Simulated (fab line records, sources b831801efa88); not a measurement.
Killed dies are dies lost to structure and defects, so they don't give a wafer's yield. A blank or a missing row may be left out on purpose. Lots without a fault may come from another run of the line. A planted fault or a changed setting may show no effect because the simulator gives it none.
Which tool did it? | flow sfq_line | 7 lots, 21 wafers sampled, at 1 step of a route of 325

WHAT THE GAUGES READ, wafer by wafer
SFQ_I4_BOW_MEAS_927.
lot  | measured     | on            | I4_BOW (um)
L270 | day 42 13:06 | film_metro-04 | 7 5 0
L273 | day 44 17:48 | film_metro-03 | 10 17 21
L275 | day 45 20:26 | film_metro-04 | 10 16 11
L278 | day 52 13:44 | film_metro-01 | 2 8 8
L282 | day 54 02:28 | film_metro-03 | 11 -1 -1
L287 | day 54 13:40 | film_metro-01 | 3 14 5
L290 | day 54 20:29 | film_metro-03 | 0 -4 -7

WHICH TOOL RAN EACH LOT (tool, then ch and the chambers of the sampled wafers, then the start)
The record holds no process step before these readings.

THE ANSWER, worked out from the rows above alone
Rule: what is usual is taken from the lots themselves. Put in order of their means at a reading, lots are off if they are a third of the lots or fewer, leave a main group of 4 or more, and stand apart from it by a gap of 3 or more times the standard deviation of the main group's means; of several such gaps the widest counts. A main group whose means are all the same, to the digits that the tables above print for the reading, isn't used. A lot without any number at a reading at which 4 lots or more have one is off too. The other lots that the step has rows for count as sound.
No lot is off at any reading shown: from this, nothing can be told.

WHAT THE SIMULATOR HAD PUT IN
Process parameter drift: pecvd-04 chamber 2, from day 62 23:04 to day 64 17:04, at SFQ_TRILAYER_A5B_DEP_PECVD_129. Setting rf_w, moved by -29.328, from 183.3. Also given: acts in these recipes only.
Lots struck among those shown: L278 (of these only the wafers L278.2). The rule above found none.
